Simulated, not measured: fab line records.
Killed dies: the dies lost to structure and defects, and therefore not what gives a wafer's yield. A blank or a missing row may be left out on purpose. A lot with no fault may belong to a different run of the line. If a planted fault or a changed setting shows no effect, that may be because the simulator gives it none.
The tool behind it: which one? ; flow gf180mcu ; 14 lots with 42 wafers sampled at 4 steps, on a route of 602 steps

== WHAT EACH GAUGE READ, for each wafer ==
The record holds no reading of a measuring or inspecting step that can be judged against a usual standard deviation.

== WHAT TOOL EACH LOT RAN ON (gives the tool, then ch and the chambers of the sampled wafers, and finally the start) ==
lot;GF_SALICIDE_RTA_06;GF_M1_STRIP_17;GF_M3_SPUTTER_02;GF_M3_SPUTTER_03
L882;rtp_anneal-01 ch 0, day 16 22:39;plasma_asher-01 ch 0,1, day 19 00:37;pvd_sputter-04, day 22 09:58;pvd_sputter-04, day 22 09:59
L883;rtp_anneal-01 ch 0, day 17 10:56;plasma_asher-04 ch 0,1, day 19 13:56;pvd_sputter-04, day 22 23:52;pvd_sputter-04, day 22 23:53
L884;rtp_anneal-01 ch 0, day 17 17:48;plasma_asher-03 ch 0,1, day 19 22:01;pvd_sputter-03, day 23 06:58;pvd_sputter-03, day 23 06:59
L885;rtp_anneal-01 ch 0, day 18 03:23;plasma_asher-03 ch 0, day 20 07:52;pvd_sputter-03, day 23 15:49;pvd_sputter-03, day 23 15:50
L887;rtp_anneal-01 ch 0, day 18 19:18;plasma_asher-04 ch 0,1, day 21 00:30;pvd_sputter-03, day 24 07:55;pvd_sputter-03, day 24 07:56
L889;rtp_anneal-02 ch 0, day 19 07:13;plasma_asher-01 ch 0,1, day 21 12:47;pvd_sputter-01, day 24 19:11;pvd_sputter-01, day 24 19:13
L890;rtp_anneal-01 ch 0, day 19 22:43;plasma_asher-04 ch 0,1, day 22 04:05;pvd_sputter-01, day 25 10:10;pvd_sputter-01, day 25 10:11
L891;rtp_anneal-01 ch 0, day 20 05:04;plasma_asher-03 ch 0,1, day 22 10:24;pvd_sputter-04, day 25 14:58;pvd_sputter-04, day 25 14:59
L892;rtp_anneal-02 ch 0, day 20 16:17;plasma_asher-01 ch 0,1, day 22 20:55;pvd_sputter-04, day 26 00:34;pvd_sputter-04, day 26 00:35
L893;rtp_anneal-02 ch 0, day 20 21:20;plasma_asher-01 ch 0,1, day 23 01:47;pvd_sputter-04, day 26 06:55;pvd_sputter-04, day 26 06:57
L894;rtp_anneal-02 ch 0, day 21 03:49;plasma_asher-04 ch 0,1, day 23 07:55;pvd_sputter-04, day 26 11:49;pvd_sputter-04, day 26 11:50
L898;rtp_anneal-01 ch 0, day 22 12:11;plasma_asher-04 ch 0,1, day 24 13:50;pvd_sputter-03, day 27 15:20;pvd_sputter-03, day 27 15:22
L902;rtp_anneal-01 ch 0, day 23 16:30;plasma_asher-03 ch 0,1, day 25 17:03;pvd_sputter-04, day 28 15:00;pvd_sputter-04, day 28 15:02
L904;rtp_anneal-02 ch 0, day 24 09:38;plasma_asher-03 ch 0, day 26 10:48;pvd_sputter-01, day 29 08:11;pvd_sputter-01, day 29 08:13
- GF_SALICIDE_RTA_06: time 30 s.
- GF_M1_STRIP_17: strips in O2/N2.
- GF_M3_SPUTTER_02: material AlCu, target thk 450 nm, time 23.9 s.
- GF_M3_SPUTTER_03: material Ti, target thk 10 nm, time 6.7 s.

== AS READ BY THE TOOLS THEMSELVES (means over the sampled wafers that have a number; for cases with no such wafer, the mark the record gives instead) ==
GF_SALICIDE_RTA_06. Usual: lamp_power_pct 6.5 %, standard deviation 0.52; wafer_temp_C_max 532.7, standard deviation 0.6.
lot;tool;lamp_power_pct (%);wafer_temp_C_max;flag
L882;rtp_anneal-01;6.0;532.6;
L883;rtp_anneal-01;6.0;532.9;
L884;rtp_anneal-01;6.0;533.4;
L885;rtp_anneal-01;6.0;532.9;
L887;rtp_anneal-01;6.0;533.2;
L889;rtp_anneal-02;7.1;532.0;
L890;rtp_anneal-01;6.0;532.7;
L891;rtp_anneal-01;6.0;533.4;
L892;rtp_anneal-02;7.1;532.4;
L893;rtp_anneal-02;7.1;532.7;
L894;rtp_anneal-02;7.1;532.0;
L898;rtp_anneal-01;5.0;489.5;OFF
L902;rtp_anneal-01;5.0;489.7;OFF
L904;rtp_anneal-02;7.1;532.1;

GF_M1_STRIP_17. Usual: drypump_motor_current_A 5.7 A, standard deviation 0.46; heater_power_w 319 W, standard deviation 34; n2_flow_sccm 300.0 sccm, standard deviation 0.91; oes_product_au 0.538 a.u., standard deviation 0.0063; strip_time_to_endpoint_s 7.38 s, standard deviation 0.07.
lot;tool;drypump_motor_current_A (A);heater_power_w (W);n2_flow_sccm (sccm);oes_product_au (a.u.);strip_time_to_endpoint_s (s);flag
L882;plasma_asher-01;5.2;313;301.2;0.533;7.26;
L883;plasma_asher-04;5.7;368;300.2;0.539;7.40;
L884;plasma_asher-03;6.1;297;299.7;0.545;7.44;
L885;plasma_asher-03;5.8;297;299.8;0.538;7.40;
L887;plasma_asher-04;5.7;360;298.9;0.543;7.43;
L889;plasma_asher-01;5.2;309;299.6;0.534;7.40;
L890;plasma_asher-04;5.7;338;300.1;0.541;7.52;
L891;plasma_asher-03;6.3;295;300.0;0.539;7.41;
L892;plasma_asher-01;5.4;296;300.7;0.537;7.34;
L893;plasma_asher-01;5.4;296;299.5;0.536;7.31;
L894;plasma_asher-04;5.7;354;299.3;0.530;7.33;
L898;plasma_asher-04;5.7;359;299.7;0.538;7.39;
L902;plasma_asher-03;6.3;296;301.1;0.536;7.40;
L904;plasma_asher-03;5.8;296;300.4;0.537;7.35;

GF_M3_SPUTTER_02. Usual: 30.0 % for throttle_valve_pct, sd 0.75.
lot;tool;throttle_valve_pct (%);flag
L882;pvd_sputter-04;30.3;
L883;pvd_sputter-04;30.7;
L884;pvd_sputter-03;29.8;
L885;pvd_sputter-03;29.9;
L887;pvd_sputter-03;30.2;
L889;pvd_sputter-01;28.6;
L890;pvd_sputter-01;29.1;
L891;pvd_sputter-04;30.3;
L892;pvd_sputter-04;30.3;
L893;pvd_sputter-04;30.3;
L894;pvd_sputter-04;30.3;
L898;pvd_sputter-03;30.4;
L902;pvd_sputter-04;30.5;
L904;pvd_sputter-01;29.4;

GF_M3_SPUTTER_03. Usual: 30.0 % for throttle_valve_pct, sd 0.78.
lot;tool;throttle_valve_pct (%);flag
L882;pvd_sputter-04;30.2;
L883;pvd_sputter-04;30.5;
L884;pvd_sputter-03;29.9;
L885;pvd_sputter-03;29.8;
L887;pvd_sputter-03;30.0;
L889;pvd_sputter-01;28.6;
L890;pvd_sputter-01;28.8;
L891;pvd_sputter-04;30.3;
L892;pvd_sputter-04;30.2;
L893;pvd_sputter-04;30.4;
L894;pvd_sputter-04;30.2;
L898;pvd_sputter-03;30.6;
L902;pvd_sputter-04;30.6;
L904;pvd_sputter-01;29.3;

== THE ANSWER, worked out from the rows above alone ==
Rule: a lot is off if the mean of its wafers that have a number lies more than 3 standard deviations from the usual mean. Also off: a lot with no number at a reading for which 4 or more lots have one. All remaining lots with rows at the step are treated as sound. The gauges are gone through in route order, then the tools' own readings, and for those a lot's mean is taken as printed above. The first step at which some lot is off is used, and at that step the reading that is off furthest; a lot without a number counts as furthest.
Off at GF_SALICIDE_RTA_06 (wafer_temp_C_max): L898, L902.
A tool fits if, at that step or a process step before it, it ran every lot that is off, and no sound lot after the first of them. One candidate fits, namely rtp_anneal-01 at GF_SALICIDE_RTA_06. Its last sound lot is L891 (day 20 05:04), its first lot that is off L898 (day 22 12:11): a fault that began between those two fits.
The tool's own readings at GF_SALICIDE_RTA_06 bear it out: on the lots that are off they differ by more than 5 times the standard deviation of the sound lots' means. wafer_temp_C_max reads 489.6 there against 532.7 on the sound lots.

== WHAT WAS PUT IN BY THE SIMULATOR ==
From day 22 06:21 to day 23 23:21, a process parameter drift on rtp_anneal-01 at GF_SALICIDE_RTA_06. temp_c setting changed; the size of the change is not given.
Shown lots that were struck: L898, L902. This agrees with what the rule above found.
